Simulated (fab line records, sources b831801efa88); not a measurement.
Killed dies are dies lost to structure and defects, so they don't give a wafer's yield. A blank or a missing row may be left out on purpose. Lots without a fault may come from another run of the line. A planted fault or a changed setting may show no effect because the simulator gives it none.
fab line records | flow sky130
record lots=5 wafers=15 last_day=50
route steps=708 shown VIA2@527 METAL3@532 CAPM@537 PAD_OPEN@708
lots that met no fault: from a run of the same line without faults
start_h: hours from the record's first day to the start of the lot's first wafer shown | wait_h: hours since the lot's step before | " the same as in the row above | L1.1+2: a row that stands for several wafers | - no value, or no start given | * or withheld: withheld | < > ~ a bound
route shown NAME@n: a module of which the file shows steps, and the number in the route of the first | usual: mean/standard deviation of fault-free wafers | same: alike in all rows | chamber/n: place in a boat | sites: the reading at each site | _std_site: their standard deviation | _edge_site: outer sites' mean less inner sites' | radius_mm: how far each site lies from the wafer's centre | mask NAME#n: copy n | behind: the tool/chamber that last shaped the wafer | hold: why the lot was held/for how many hours/how that ended | device: the transistor (n, p or np) that didn't switch | end of line: the same wafers' tests at the end of the route | a step without rows: its recipe alone | killed: dies lost to structure and defects at the first sort, not the wafer's yield | map: a wafer's dies, x killed, . not, _ none there
set.NAME: the setting as run; set.NAME@STEP: as run at that earlier step | model.NAME: the simulator's own value behind a step, which no gauge read
lots at some steps of the route; a table a step, a row a wafer
services: from which hour (start_h, from the record's first day; less than 0 if before it) a tool's chamber was out of use, for how many hours, and why
## steps
# step SKY_VIA2_SPUTTER_20
# recipe material=TiN target_thk_nm=20 chamber_pressure_pa=5 power_w=4000 time_s=80
# step SKY_VIA2_CVD_21
# recipe material=W target_thk_nm=420 time_s=126.4 temp_c=400 pressure_torr=40
# step SKY_VIA2_RS_MEAS_22
# recipe thk_meas_gauge=four-point-probe reads=W_of_VIA2_CVD_21+TiN_of_VIA2_SPUTTER_20
# usual VIA2_W_RS=0.2729/0.0029
# columns lot.wafer tool chamber start_h wait_h VIA2_W_RS[ohm/sq]
L504.4 film_metro-04 - 897.91 0.1 0.2713
L504.5 " - " " 0.2735
L504.6 " - " " 0.2715
L505.2 film_metro-03 - 906.66 0.1 0.2748
L505.3 " - " " 0.2736
L505.6 " - " " 0.2739
L514.2 film_metro-02 - 979.43 0.1 0.2723
L514.3 " - " " 0.2756
L514.6 " - " " 0.2733
L516.2 film_metro-03 - 989.52 0.1 0.2753
L516.3 " - " " 0.2714
L516.4 " - " " 0.2700
L520.2 film_metro-04 - 1008.57 0.2 0.2728
L520.3 " - " " 0.2747
L520.4 " - " " 0.2711
# step SKY_VIA2_THK_MEAS_23
# recipe thk_meas_gauge=xrf reads=W_of_VIA2_CVD_21
# usual VIA2_W_THK=433/8.8
# columns lot.wafer tool chamber start_h wait_h VIA2_W_THK[nm]
L504.4 film_metro-04 - 898.00 0.1 427
L504.5 " - " " 421
L504.6 " - " " 426
L505.2 film_metro-03 - 906.77 0.1 443
L505.3 " - " " 440
L505.6 " - " " 445
L514.2 film_metro-02 - 979.54 0.1 429
L514.3 " - " " 423
L514.6 " - " " 427
L516.2 film_metro-03 - 989.63 0.1 437
L516.3 " - " " 442
L516.4 " - " " 446
L520.2 film_metro-04 - 1008.68 0.1 432
L520.3 " - " " 430
L520.4 " - " " 434
# step SKY_VIA2_CMP_24
# recipe stop_on=SiO2 t_overpolish_s=20 down_force_psi=3.5 platen_rpm=60 target_thk_nm=0 pad_velocity_m_s=0.94248
# step SKY_METAL3_SPUTTER_00
# recipe material=Ti target_thk_nm=15 power_w=3000 time_s=10 chamber_pressure_pa=0.4
# step SKY_METAL3_SPUTTER_01
# recipe material=TiN target_thk_nm=20 power_w=6500 time_s=16.7 chamber_pressure_pa=0.4
# step SKY_METAL3_SPUTTER_02
# recipe material=AlCu target_thk_nm=735 power_w=10600 time_s=39.1 chamber_pressure_pa=0.4
# usual throttle_valve_pct=29.9/0.72
# columns lot.wafer tool chamber start_h wait_h throttle_valve_pct
L504.4 pvd_sputter-03 - 898.38 0.0 29.6
L504.5 " - " " 30.5
L504.6 " - " " 30.4
L505.2 pvd_sputter-01 - 907.17 0.0 30.8
L505.3 " - " " 28.3
L505.6 " - " " 28.4
L514.2 pvd_sputter-03 - 979.94 0.0 29.4
L514.3 " - " " 30.2
L514.6 " - " " 29.3
L516.2 pvd_sputter-03 - 990.03 0.0 30.6
L516.3 " - " " 29.3
L516.4 " - " " 29.7
L520.2 pvd_sputter-01 - 1009.08 0.0 28.4
L520.3 " - " " 30.0
L520.4 " - " " 30.9
# step SKY_METAL3_SPUTTER_03
# recipe material=Ti target_thk_nm=5 power_w=3000 time_s=3.3 chamber_pressure_pa=0.4
# step SKY_METAL3_SPUTTER_04
# recipe material=TiN target_thk_nm=70 power_w=6500 time_s=58.3 chamber_pressure_pa=0.4
# usual throttle_valve_pct=30.0/0.71
# columns lot.wafer tool chamber start_h wait_h throttle_valve_pct
L504.4 pvd_sputter-03 - 898.44 0.0 29.4
L504.5 " - " " 30.5
L504.6 " - " " 30.2
L505.2 pvd_sputter-01 - 907.22 0.0 30.9
L505.3 " - " " 28.4
L505.6 " - " " 28.3
L514.2 pvd_sputter-03 - 980.00 0.0 29.4
L514.3 " - " " 30.4
L514.6 " - " " 29.3
L516.2 pvd_sputter-03 - 990.08 0.0 30.2
L516.3 " - " " 29.3
L516.4 " - " " 29.8
L520.2 pvd_sputter-01 - 1009.14 0.0 28.3
L520.3 " - " " 30.1
L520.4 " - " " 30.6
# step SKY_CAPM_CVD_00
# recipe material=SiO2 target_thk_nm=15.5 temp_c=400 time_s=withheld rf_w=450
# step SKY_CAPM_THK_MEAS_01
# recipe reads=SiO2_of_CAPM_CVD_00
# usual CAPM_CVD_00_THK=15.56/0.24
# columns lot.wafer tool chamber start_h wait_h CAPM_CVD_00_THK[nm]
L504.4 film_metro-03 - 898.54 - 15.60
L504.5 " - " " 15.55
L504.6 " - " " 15.61
L505.2 film_metro-01 - 907.30 - 15.46
L505.3 " - " " 15.52
L505.6 " - " " 15.71
L514.2 film_metro-04 - 980.08 - 15.45
L514.3 " - " " 15.52
L514.6 " - " " 15.92
L516.2 film_metro-01 - 990.16 - 15.66
L516.3 " - " " 15.31
L516.4 " - " " 15.73
L520.2 film_metro-01 - 1009.22 - 15.56
L520.3 " - " " 15.47
L520.4 " - " " 15.69
# step SKY_CAPM_SPUTTER_02
# recipe material=TiN target_thk_nm=200 temp_c=300 power_w=6500 time_s=166.7 chamber_pressure_pa=0.4
# usual throttle_valve_pct=29.9/0.94
# columns lot.wafer tool chamber start_h wait_h throttle_valve_pct model.TiN_of_CAPM_SPUTTER_02.thk_nm
L504.4 pvd_sputter-01 - 898.57 0.0 29.9 199.2
L504.5 " - " " 31.0 201
L504.6 " - " " 29.8 200.2
L505.2 pvd_sputter-02 - 907.35 0.0 30.1 197.7
L505.3 " - " " 28.3 197.2
L505.6 " - " " 29.8 170.2
L514.2 pvd_sputter-01 - 980.13 0.0 29.8 202.4
L514.3 " - " " 28.5 199.4
L514.6 " - " " 28.3 198.7
L516.2 pvd_sputter-04 - 990.21 0.0 30.2 203.5
L516.3 " - " " 30.8 201.5
L516.4 " - " " 31.3 197.6
L520.2 pvd_sputter-02 - 1009.27 0.0 29.9 205.3
L520.3 " - " " 30.5 199.4
L520.4 " - " " 30.2 202.1
# step SKY_CAPM_RS_MEAS_03
# recipe thk_meas_gauge=four-point-probe reads=TiN_of_CAPM_SPUTTER_02
# usual CAPM_TIN_RS=6.93/0.087
# columns lot.wafer tool chamber start_h wait_h CAPM_TIN_RS[ohm/sq]
L504.4 film_metro-03 - 898.74 0.1 6.93
L504.5 " - " " 6.85
L504.6 " - " " 6.89
L505.2 film_metro-01 - 907.48 0.1 6.99
L505.3 " - " " 7.02
L505.6 " - " " 8.17
L514.2 film_metro-01 - 980.26 0.1 6.83
L514.3 " - " " 6.95
L514.6 " - " " 6.98
L516.2 film_metro-04 - 990.34 0.1 6.79
L516.3 " - " " 6.84
L516.4 " - " " 7.01
L520.2 film_metro-04 - 1009.40 0.1 6.72
L520.3 " - " " 6.92
L520.4 " - " " 6.82
# step SKY_CAPM_THK_MEAS_04
# recipe thk_meas_gauge=xrf reads=TiN_of_CAPM_SPUTTER_02
# usual CAPM_TIN_THK=201.3/2.6
# columns lot.wafer tool chamber start_h wait_h CAPM_TIN_THK[nm]
L504.4 film_metro-03 - 898.83 0.1 200.5
L504.5 " - " " 201.5
L504.6 " - " " 201.6
L505.2 film_metro-01 - 907.59 0.1 199.0
L505.3 " - " " 198.5
L505.6 " - " " 170.9
L514.2 film_metro-01 - 980.37 0.1 204.7
L514.3 " - " " 202.2
L514.6 " - " " 201.7
L516.2 film_metro-04 - 990.45 0.1 205.0
L516.3 " - " " 202.5
L516.4 " - " " 198.1
L520.2 film_metro-04 - 1009.51 0.1 205.9
L520.3 " - " " 201.4
L520.4 " - " " 202.1
# step SKY_CAPM_DEHYDRATE_05
# recipe temp_c=200 time_s=60
# step SKY_CAPM_HMDS_06
# recipe prime_time_s=60 prime_temp_c=120
# step SKY_CAPM_COAT_07
# recipe resist=NOVOLAK spin_rpm=3000 resist_thk_nm=1140
# step SKY_CAPM_SOFTBAKE_08
# recipe temp_c=90 time_s=60 resist=NOVOLAK
# step SKY_CAPM_EXPOSE_09
# recipe mask_id=CAPM na=0.6 source_shape=conventional sigma_outer=0.6 polarization=unpolarized target_cd_nm=1000 dose_mj=159
# step SKY_CAPM_PEB_10
# recipe temp_c=withheld time_s=* resist=NOVOLAK
# step SKY_CAPM_DEVELOP_11
# recipe resist=NOVOLAK developer=TMAH develop_time_s=60 dev_temp_c=23
# step SKY_CAPM_OVL_MEAS_12
# usual CAPM_OVL=-1.2/1.7
# columns lot.wafer tool chamber start_h wait_h CAPM_OVL[nm]
L504.4 overlay-01 - 924.35 0.1 -1.5
L504.5 " - " " -2.0
L504.6 " - " " -0.8
L505.2 overlay-02 - 932.49 0.1 -2.6
L505.3 " - " " -1.8
L505.6 " - " " -0.1
L514.2 overlay-01 - 1002.84 0.1 -0.3
L514.3 " - " " -0.5
L514.6 " - " " 1.4
L516.2 overlay-02 - 1011.59 0.1 -4.2
L516.3 " - " " -3.2
L516.4 " - " " -3.6
L520.2 overlay-01 - 1028.68 0.1 0.9
L520.3 " - " " 0.3
L520.4 " - " " 0.0
# step SKY_CAPM_METAL_ETCH_13
# recipe target_depth_nm=220 stop_on=SiO2 chemistry=Cl2/BCl3 target=TiN pressure_mtorr=10 icp_w=900 bias_w=48.5 Cl2_flow_sccm=60 bcl3_flow_sccm=30 time_s=62.9
# usual bcl3_flow_sccm=29.99/0.087 drypump_motor_current_A=5.5/0.63 mfc_cl2_sccm=59.98/0.18 oes_product_au=0.941/0.0081 throttle_valve_pct=21.902/0.0089
# columns lot.wafer tool chamber start_h wait_h bcl3_flow_sccm drypump_motor_current_A mfc_cl2_sccm oes_product_au rf_hours_counter_h throttle_valve_pct
L504.4 rie_metal-02 1 924.40 0.0 29.93 6.1 60.21 0.938 - 21.906
L504.5 " 0 " " 30.00 4.9 60.24 0.942 - 21.912
L504.6 " 1 " " 30.04 6.1 59.85 0.949 - 21.894
L505.2 rie_metal-01 0 932.55 0.0 30.01 6.3 60.12 0.933 - 21.909
L505.3 " 0 " " 30.03 6.4 60.18 0.939 - 21.915
L505.6 " 0 " " 29.92 6.3 60.13 0.865 - 21.950
L514.2 rie_metal-01 1 1002.87 0.0 29.98 4.7 59.88 0.947 3 21.906
L514.3 " 0 " " 29.91 6.4 59.92 0.938 - 21.912
L514.6 " 1 " " 29.89 4.7 59.76 0.936 - 21.891
L516.2 rie_metal-02 0 1011.62 0.0 30.08 4.9 60.18 0.953 6 21.899
L516.3 " 1 " " 30.11 6.1 60.09 0.950 - 21.907
L516.4 " 0 " " 29.94 5.0 59.94 0.938 - 21.901
L520.2 rie_metal-03 1 1028.71 0.0 29.93 5.0 60.17 0.952 8 21.889
L520.3 " 1 " " 29.83 5.0 60.03 0.941 - 21.905
L520.4 " 0 " " 29.95 5.3 59.98 0.951 - 21.900
# step SKY_CAPM_STRIP_14
# recipe chemistry=O2/N2 power_w=1400 pressure_mtorr=1500 platen_temp_c=withheld o2_flow_sccm=3000 n2_flow_sccm=300 overash_fraction=0.5
# usual drypump_motor_current_A=5.9/0.59 n2_flow_sccm=300.1/0.89 oes_product_au=0.710/0.0042 strip_time_to_endpoint_s=12.64/0.048
# columns lot.wafer tool chamber start_h wait_h drypump_motor_current_A n2_flow_sccm oes_product_au rf_hours_counter_h strip_time_to_endpoint_s
L504.4 plasma_asher-03 0 924.48 0.1 5.9 302.3 0.708 - 12.64
L504.5 " 0 " " 5.9 300.6 0.707 - 12.67
L504.6 " 1 " " 6.8 299.9 0.710 - 12.63
L505.2 plasma_asher-01 0 932.68 0.1 5.1 299.0 0.710 81 12.61
L505.3 " 1 " " 5.6 300.0 0.709 - 12.62
L505.6 " 1 " " 5.6 298.7 0.706 - 12.58
L514.2 plasma_asher-03 1 1002.95 0.1 6.8 300.0 0.708 120 12.68
L514.3 " 0 " " 5.9 301.7 0.709 - 12.64
L514.6 " 1 " " 6.8 300.8 0.711 - 12.66
L516.2 plasma_asher-01 0 1011.70 0.1 5.1 300.0 0.711 90 12.65
L516.3 " 0 " " 5.1 299.0 0.707 - 12.70
L516.4 " 1 " " 5.6 300.3 0.704 - 12.68
L520.2 plasma_asher-01 1 1028.79 0.1 5.6 300.6 0.707 92 12.63
L520.3 " 0 " " 5.1 300.2 0.705 - 12.59
L520.4 " 1 " " 5.6 301.4 0.710 - 12.64
# step SKY_CAPM_STRIP_15
# recipe chemistry=post_etch_residue_remover time_s=1200 temp_c=72.5
# step SKY_CAPM_CLEAN_16
# recipe chemistry=IPA time_s=180 temp_c=25
# step SKY_CAPM_CLEAN_17
# recipe chemistry=O3/DIW dry=n2_spin
# step SKY_METAL3_DEHYDRATE_05
# recipe temp_c=200 time_s=60
# step SKY_METAL3_HMDS_06
# recipe prime_time_s=60 prime_temp_c=120
# step SKY_METAL3_COAT_07
# recipe resist=BARC temp_c=withheld time_s=withheld spin_rpm=3000 resist_thk_nm=60
# step SKY_METAL3_COAT_08
# recipe resist=KrF-thick spin_rpm=3000 resist_thk_nm=1140
# step SKY_METAL3_SOFTBAKE_09
# recipe temp_c=100 time_s=90 resist=KrF-thick
# step SKY_METAL3_EXPOSE_10
# recipe mask_id=MM3 na=0.68 source_shape=annular sigma_inner=0.4 sigma_outer=0.8 target_cd_nm=300 dose_mj=28
# step SKY_METAL3_PEB_11
# recipe peb_temp_c=withheld peb_time_s=withheld resist=KrF-thick
# step SKY_METAL3_DEVELOP_12
# recipe develop_time_s=60 resist=KrF-thick dev_temp_c=21
# step SKY_METAL3_CD_MEAS_13
# recipe target_cd_nm=300
# usual cd_nm=299.8/1.5
# columns lot.wafer tool chamber start_h wait_h cd_nm
L504.4 cd_sem-01 - 950.64 - 301.4
L504.5 " - " " 299.5
L504.6 " - " " 300.0
L505.2 cd_sem-01 - 958.44 - 301.3
L505.3 " - " " 302.6
L505.6 " - " " 301.8
L514.2 cd_sem-02 - 1023.94 - 299.2
L514.3 " - " " 298.5
L514.6 " - " " 297.8
L516.2 cd_sem-02 - 1032.04 - 298.0
L516.3 " - " " 300.9
L516.4 " - " " 300.2
L520.2 cd_sem-02 - 1051.79 - 299.7
L520.3 " - " " 300.5
L520.4 " - " " 300.9
# step SKY_METAL3_OVL_MEAS_14
# usual METAL3_OVL=-3/5.2
# columns lot.wafer tool chamber start_h wait_h METAL3_OVL[nm]
L504.4 overlay-02 - 950.72 0.1 -8
L504.5 " - " " -5
L504.6 " - " " -3
L505.2 overlay-01 - 958.55 0.1 -4
L505.3 " - " " 0
L505.6 " - " " -6
L514.2 overlay-01 - 1024.05 0.1 -1
L514.3 " - " " -7
L514.6 " - " " -11
L516.2 overlay-02 - 1032.15 0.1 4
L516.3 " - " " 3
L516.4 " - " " 5
L520.2 overlay-01 - 1051.90 0.1 6
L520.3 " - " " 3
L520.4 " - " " -2
# step SKY_METAL3_DESCUM_15
# recipe chemistry=O2 source_power_w=150 bias_power_w=0 pressure_mtorr=10 temp_c=40 time_s=8
# usual drypump_motor_current_A=5.5/0.57 oes_product_au=1.000/0.0083
# same bias_power_w=0
# columns lot.wafer tool chamber start_h wait_h drypump_motor_current_A oes_product_au rf_hours_counter_h
L504.4 rie_metal-02 0 950.75 0.0 4.9 1.007 -
L504.5 " 1 " " 6.1 1.002 -
L504.6 " 0 " " 4.9 1.007 -
L505.2 rie_metal-02 1 958.58 0.0 6.1 0.996 1
L505.3 " 1 " " 6.1 0.998 -
L505.6 " 1 " " 6.1 1.002 -
L514.2 rie_metal-02 1 1024.08 0.0 6.1 0.978 5
L514.3 " 1 " " 6.1 0.992 -
L514.6 " 1 " " 6.1 0.994 -
L516.2 rie_metal-02 1 1032.18 0.0 6.1 0.987 5
L516.3 " 0 " " 5.0 1.007 -
L516.4 " 1 " " 6.1 0.985 -
L520.2 rie_metal-01 1 1051.93 0.0 4.7 0.988 6
L520.3 " 0 " " 6.4 0.992 -
L520.4 " 1 " " 4.7 0.997 -
# step SKY_METAL3_ETCH_16
# recipe chemistry=N2/H2 target=BARC ion_energy_ev=200 bias_w=100 pressure_mtorr=30 n2_flow_sccm=100 h2_flow_sccm=200 icp_w=500 stop_on=SiO2 time_s=88.2 target_depth_a=600
# step SKY_METAL3_ETCH_17
# recipe target=SiO2 stop_on=TiN chemistry=C4F8/O2/Ar source_w=1500 bias_w=1200 pressure_mtorr=40 c4f8_flow_sccm=withheld O2_flow_sccm=6 Ar_flow_sccm=300 time_s=3.9 target_depth_a=150
# step SKY_METAL3_METAL_ETCH_18
# recipe target_depth_a=8450 stop_on=SiO2 over_etch_frac=0.3 time_s=183.1 chemistry=Cl2/BCl3 resist_sidewall_deg=88 pressure_mtorr=10 icp_w=900 bias_w=48.5 Cl2_flow_sccm=60 bcl3_flow_sccm=30
# usual bcl3_flow_sccm=30.00/0.1 drypump_motor_current_A=5.5/0.59 mfc_cl2_sccm=59.99/0.19 oes_product_au=0.864/0.0067 throttle_valve_pct=22.263/0.0089
# columns lot.wafer tool chamber start_h wait_h bcl3_flow_sccm drypump_motor_current_A mfc_cl2_sccm oes_product_au rf_hours_counter_h throttle_valve_pct
L504.4 rie_metal-01 0 950.95 0.1 29.97 6.3 60.29 0.856 - 22.258
L504.5 " 0 " " 29.99 6.3 60.21 0.862 - 22.280
L504.6 " 1 " " 29.94 4.7 60.04 0.860 - 22.259
L505.2 rie_metal-04 0 958.73 0.0 29.91 5.2 59.69 0.873 6 22.256
L505.3 " 0 " " 29.85 5.2 59.81 0.867 - 22.262
L505.6 " 0 " " 29.86 5.2 60.13 0.864 - 22.260
L514.2 rie_metal-04 0 1024.23 0.0 29.82 5.2 60.01 0.863 10 22.281
L514.3 " 1 " " 29.89 5.8 60.24 0.855 - 22.270
L514.6 " 1 " " 29.83 5.8 60.38 0.865 - 22.260
L516.2 rie_metal-04 0 1032.33 0.0 30.13 5.2 59.90 0.863 11 22.268
L516.3 " 0 " " 30.07 5.2 60.06 0.863 - 22.273
L516.4 " 1 " " 29.94 5.8 60.07 0.863 - 22.247
L520.2 rie_metal-04 1 1052.08 0.0 29.97 5.8 59.88 0.865 10 22.264
L520.3 " 1 " " 29.95 5.8 59.93 0.867 - 22.259
L520.4 " 0 " " 29.98 5.2 59.99 0.877 - 22.268
# step SKY_METAL3_STRIP_20
# recipe chemistry=post_etch_residue_remover time_s=1200 temp_c=72.5
# columns lot.wafer tool chamber start_h wait_h model.TiN_of_CAPM_SPUTTER_02.thk_nm
L504.4 wet_bench-01 3 951.17 0.0 198.3
L504.5 " 3 " " 200.1
L504.6 " 3 " " 199.3
L505.2 wet_bench-03 2 959.01 0.1 196.8
L505.3 " 2 " " 196.4
L505.6 " 2 " " 169.4
L514.2 wet_bench-01 2 1024.51 0.1 201.5
L514.3 " 2 " " 198.5
L514.6 " 2 " " 197.9
L516.2 wet_bench-01 2 1032.61 0.1 202.6
L516.3 " 2 " " 200.7
L516.4 " 2 " " 196.8
L520.2 wet_bench-02 0 1052.36 0.1 204.4
L520.3 " 0 " " 198.5
L520.4 " 0 " " 201.3
# step SKY_PAD_OPEN_PROBE_99
# usual defect_limited_yield=82.1/2 killed_at_M0_to_M3=43/6.4 killed_at_M4_up=3.2/1.8 killed_at_contacts=25/5.5 killed_at_front_end=16/5.2 killed_at_other=0.3/0.49 killed_dies=88/10 killed_open=48/7 killed_short=40/7.1 sort_bin_3_pad_short=0.9/0.42 sort_bin_5_function=10.5/1.6 sort_bin_6_memory=6.5/1.2 sort_n_pass=404/10 sort_yield_pct=82.1/2
# same gross_dies=492 killed_at_back_side=0 sort_bin_4_leakage[%]=0 sort_bin_8_speed[%]=0
# columns lot.wafer tool chamber start_h wait_h defect_limited_yield[%] killed_at_M0_to_M3 killed_at_M4_up killed_at_contacts killed_at_front_end killed_at_other killed_dies killed_open killed_short sort_bin_3_pad_short[%] sort_bin_5_function[%] sort_bin_6_memory[%] sort_n_pass sort_yield_pct[%] model.etest.cap_mim.plate_ohm_sq model.etest.cap_mim.bv_v model.etest.cap_mim.leak_log10_a_cm2
L504.4 prober-01 - 1112.54 0.2 81.1 44 5 26 18 0 93 49 44 1.0 13.4 4.5 399 81.1 6.016 14.47 -9.011
L504.5 prober-01 - 1112.59 0.2 83.3 40 4 20 17 1 82 42 40 1.2 9.8 5.7 410 83.3 6.011 13.94 -9.077
L504.6 prober-01 - 1112.64 0.2 80.1 50 3 32 13 0 98 51 47 1.4 11.4 7.1 394 80.1 5.926 13.67 -9.092
L505.2 prober-01 - 1119.45 0.1 81.9 50 3 21 14 1 89 52 37 1.2 10.6 6.3 403 81.9 6.05 14.21 -8.988
L505.3 prober-01 - 1119.50 0.2 83.3 39 3 20 20 0 82 51 31 0.4 10.2 6.1 410 83.3 6.12 13.4 -8.947
L505.6 prober-01 - 1119.65 0.2 79.1 53 4 30 15 1 103 54 49 1.4 13.6 5.9 389 79.1 7.047 13.17 -8.745
L514.2 prober-01 - 1174.40 0.1 82.7 44 1 30 10 0 85 54 31 1.0 9.6 6.7 407 82.7 5.958 13.7 -9.041
L514.3 prober-01 - 1174.45 0.2 84.6 34 7 19 15 1 76 41 35 0.6 8.9 5.9 416 84.6 6.054 13.89 -8.994
L514.6 prober-01 - 1174.60 0.2 81.7 36 4 36 14 0 90 38 52 1.2 12.0 5.1 402 81.7 5.996 14.3 -9.026
L516.2 prober-01 - 1181.88 0.1 82.1 39 4 32 13 0 88 54 34 0.6 13.0 4.3 404 82.1 5.933 13.74 -8.885
L516.3 prober-01 - 1181.93 0.2 85.6 37 3 19 12 0 71 37 34 0.6 8.7 5.1 421 85.6 5.979 14.06 -9.097
L516.4 prober-01 - 1181.98 0.2 81.1 43 2 34 14 0 93 53 40 1.0 10.2 7.7 399 81.1 6.131 14.24 -9.136
L520.2 prober-01 - 1198.50 0.1 82.1 51 4 23 10 0 88 46 42 0.8 10.8 6.3 404 82.1 5.842 14.38 -9.003
L520.3 prober-01 - 1198.55 0.2 80.7 59 1 17 18 0 95 49 46 0.6 10.4 8.3 397 80.7 6.005 13.91 -8.739
L520.4 prober-01 - 1198.60 0.2 82.5 40 3 31 12 0 86 44 42 0.6 11.8 5.1 406 82.5 5.92 13.34 -9.107
# killed by level:class
L504.4 VIA3:geometric_particle:open=10 METAL1:geometric_particle:short=8 CONTACT:geometric_particle:open=7 LOCAL_INTERCONNECT:geometric_particle:short=6 CONTACT:geometric_particle:short=6 VIA1:geometric_particle:open=6 VIA2:geometric_particle:open=6 FIELD_ISO:geometric_particle:open=4
L504.5 CONTACT:geometric_particle:open=8 METAL1:geometric_particle:short=7 VIA3:geometric_particle:open=7 LOCAL_INTERCONNECT:geometric_particle:short=5 VIA2:geometric_particle:short=5 VIA2:geometric_particle:open=5 FIELD_ISO:geometric_particle:open=4 SPACER:geometric_particle:open=4
L504.6 METAL1:geometric_particle:short=10 VIA1:geometric_particle:open=10 CONTACT:geometric_particle:open=9 LI_CONTACT:geometric_particle:open=8 VIA3:geometric_particle:open=8 LOCAL_INTERCONNECT:geometric_particle:short=7 CONTACT:geometric_particle:short=6 METAL2:geometric_particle:short=6
L505.2 VIA1:geometric_particle:open=11 VIA2:geometric_particle:open=9 CONTACT:geometric_particle:open=8 VIA3:geometric_particle:open=6 LI_CONTACT:geometric_particle:open=5 VIA1:geometric_particle:short=5 METAL2:geometric_particle:short=5 FIELD_ISO:geometric_particle:open=4
L505.3 VIA1:geometric_particle:open=11 LI_CONTACT:geometric_particle:open=8 CONTACT:geometric_particle:open=8 FIELD_ISO:geometric_particle:open=6 VIA1:geometric_particle:short=5 METAL2:geometric_particle:short=5 VIA2:geometric_particle:open=5 FIELD_ISO:geometric_particle:short=3
L505.6 VIA1:geometric_particle:open=15 CONTACT:geometric_particle:open=13 METAL2:geometric_particle:short=11 METAL1:geometric_particle:short=10 LI_CONTACT:geometric_particle:open=5 CONTACT:geometric_particle:short=5 LOCAL_INTERCONNECT:geometric_particle:short=4 VIA2:geometric_particle:open=4
L514.2 CONTACT:geometric_particle:open=13 LI_CONTACT:geometric_particle:open=9 VIA3:geometric_particle:open=9 VIA1:geometric_particle:short=7 VIA1:geometric_particle:open=7 VIA2:geometric_particle:open=6 METAL1:geometric_particle:short=4 VIA2:geometric_particle:short=4
L514.3 LI_CONTACT:geometric_particle:open=9 FIELD_ISO:geometric_particle:open=7 FIELD_ISO:geometric_particle:short=6 VIA2:geometric_particle:open=5 METAL1:geometric_particle:short=5 METAL3:geometric_particle:short=5 VIA1:geometric_particle:open=4 VIA3:geometric_particle:open=4
L514.6 CONTACT:geometric_particle:open=12 LI_CONTACT:geometric_particle:open=8 POLY_GATE:geometric_particle:short=7 METAL1:geometric_particle:short=7 CONTACT:geometric_particle:short=7 VIA1:geometric_particle:open=6 METAL2:geometric_particle:short=6 LOCAL_INTERCONNECT:geometric_particle:short=5
L516.2 CONTACT:geometric_particle:open=14 VIA1:geometric_particle:open=11 CONTACT:geometric_particle:short=7 VIA2:geometric_particle:open=7 LI_CONTACT:geometric_particle:open=6 FIELD_ISO:geometric_particle:open=5 METAL2:geometric_particle:short=5 METAL1:geometric_particle:short=4
L516.3 VIA1:geometric_particle:open=11 CONTACT:geometric_particle:short=9 METAL1:geometric_particle:short=5 CONTACT:geometric_particle:open=5 SPACER:geometric_particle:open=4 VIA1:geometric_particle:short=4 VIA3:geometric_particle:open=4 FIELD_ISO:geometric_particle:short=3
L516.4 CONTACT:geometric_particle:open=16 LI_CONTACT:geometric_particle:open=7 VIA1:geometric_particle:open=7 CONTACT:geometric_particle:short=6 METAL1:geometric_particle:short=6 METAL2:geometric_particle:short=6 POLY_GATE:geometric_particle:short=5 VIA1:geometric_particle:short=4
L520.2 CONTACT:geometric_particle:open=12 METAL1:geometric_particle:short=11 VIA1:geometric_particle:open=10 VIA2:geometric_particle:open=8 LI_CONTACT:geometric_particle:open=6 VIA1:geometric_particle:short=6 VIA2:geometric_particle:short=6 POLY_GATE:geometric_particle:short=4
L520.3 VIA1:geometric_particle:open=12 VIA2:geometric_particle:open=10 METAL1:geometric_particle:short=8 LI_CONTACT:geometric_particle:open=7 METAL2:geometric_particle:short=7 FIELD_ISO:geometric_particle:short=5 VIA2:geometric_particle:short=5 FIELD_ISO:geometric_particle:open=4
L520.4 VIA1:geometric_particle:open=11 CONTACT:geometric_particle:open=10 METAL2:geometric_particle:short=7 LI_CONTACT:geometric_particle:short=6 VIA3:geometric_particle:open=6 LOCAL_INTERCONNECT:geometric_particle:short=5 CONTACT:geometric_particle:short=5 METAL1:geometric_particle:short=5
## services
# columns tool chamber start_h hours kind
rie_metal-02 0 883.91 3.9 repair
pvd_sputter-04 - 883.97 4.0 repair
rie_metal-02 0 895.10 - clean
rie_metal-02 0 895.10 19.6 scheduled_down
rie_metal-02 0 895.10 19.6 vent_cycle
rie_metal-01 1 903.30 10.6 repair
pvd_sputter-03 - 922.83 1.7 repair
pvd_sputter-02 - 929.69 2.3 repair
rie_metal-02 1 932.80 - clean
rie_metal-02 1 932.80 16.8 scheduled_down
rie_metal-02 1 932.80 16.8 vent_cycle
rie_metal-04 - 944.86 0.6 repair
pvd_sputter-04 - 945.86 9.6 repair
wet_bench-02 - 953.94 5.7 repair
pvd_sputter-03 - 972.80 3.2 repair
wet_bench-02 - 982.85 27.1 pm
rie_metal-02 - 989.58 2.2 repair
pvd_sputter-01 1 991.22 - consumable_replace:kit
pvd_sputter-01 1 991.22 18.0 scheduled_down
pvd_sputter-01 1 991.22 18.0 vent_cycle
pvd_sputter-03 - 996.23 3.2 repair
pvd_sputter-03 - 1031.74 4.6 repair
pvd_sputter-02 - 1035.07 0.5 repair
pvd_sputter-04 - 1045.03 1.1 repair
## key
first_sign step=SKY_CAPM_RS_MEAS_03 reading=CAPM_TIN_RS direction=up sigmas=14 usual=6.93 struck=8.17
effect step=SKY_CAPM_THK_MEAS_04 reading=CAPM_TIN_THK direction=down sigmas=11 usual=201.3 struck=170.9
effect step=SKY_CAPM_METAL_ETCH_13 reading=oes_product_au direction=down sigmas=9.4 usual=0.941 struck=0.865
model_effect step=SKY_CAPM_SPUTTER_02 value=TiN_of_CAPM_SPUTTER_02.thk_nm without=198 struck=170.2
model_effect step=SKY_METAL3_STRIP_20 value=TiN_of_CAPM_SPUTTER_02.thk_nm without=197.2 struck=169.4
model_effect step=SKY_PAD_OPEN_PROBE_99 value=etest.cap_mim.plate_ohm_sq without=6.058 struck=7.047
met_at SKY_CAPM_SPUTTER_02
struck_wafers L505.6
fault kind=process_parameter_drift tool=pvd_sputter-02 chamber=- onset_h=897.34 steps=SKY_CAPM_SPUTTER_02 channel=target_thk_nm offset=-27.784 shape=step end_h=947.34 scope=struck_wafers_only acts_in=these_recipes_only stated=200
